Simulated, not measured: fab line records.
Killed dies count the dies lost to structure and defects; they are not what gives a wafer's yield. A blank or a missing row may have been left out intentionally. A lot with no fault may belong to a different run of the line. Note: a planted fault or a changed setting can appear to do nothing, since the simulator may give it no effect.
Chamber matching :: flow gf180mcu :: GF_V2_ETCH_16 on rie-diel-01 has 4 sister chambers
The step etches BARC in N2/H2. 4 wafers are shown with their chamber, then 10 later ones without.

WAFERS, EACH WITH ITS CHAMBER
wafer: L080.4
chamber: 1
drypump-motor-current-A (A): 5.7

wafer: L080.6
chamber: 2
drypump-motor-current-A (A): 5.6

wafer: L082.6
chamber: 0
drypump-motor-current-A (A): 6.4

wafer: L083.3
chamber: 3
drypump-motor-current-A (A): 5.2

WAFERS WITHOUT THEIR CHAMBER
wafer: L083.6
drypump-motor-current-A (A): 5.2

wafer: L086.1
drypump-motor-current-A (A): 6.4

wafer: L086.3
drypump-motor-current-A (A): 5.2

wafer: L086.6
drypump-motor-current-A (A): 5.3

wafer: L092.1
drypump-motor-current-A (A): 5.7

wafer: L092.3
drypump-motor-current-A (A): 5.3

wafer: L092.4
drypump-motor-current-A (A): 5.6

wafer: L095.1
drypump-motor-current-A (A): 5.3

wafer: L095.2
drypump-motor-current-A (A): 5.6

wafer: L095.3
drypump-motor-current-A (A): 6.4

THE CHAMBER EACH PASSED THROUGH
wafer: L083.6
from the rows above: 3
in truth: 3

wafer: L086.1
from the rows above: 0
in truth: 0

wafer: L086.3
from the rows above: 3
in truth: 3

wafer: L086.6
from the rows above: 3
in truth: 3

wafer: L092.1
from the rows above: can't be placed: 1 or 2
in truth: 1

wafer: L092.3
from the rows above: 3
in truth: 3

wafer: L092.4
from the rows above: can't be placed: 2 or 1
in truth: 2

wafer: L095.1
from the rows above: 3
in truth: 3

wafer: L095.2
from the rows above: can't be placed: 2 or 1
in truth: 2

wafer: L095.3
from the rows above: 0
in truth: 0
Placed correctly: 7 of 10. These rows do not allow placing 3 (true chamber among the candidates in 3). Wrongly placed: 0.
How it was worked out, from the rows above alone: a wafer's distance from a chamber is the root of the sum, over the readings, of the square of ((its reading less the chamber's mean) divided by the reading's scatter). The wafer belongs to the nearest chamber; if the next one is less than 2 further off, it can't be placed. A chamber's mean is the mean of its shown wafers. The scatter: root of mean squared gap, hidden wafer to nearest shown wafer, with one shown wafer a chamber.
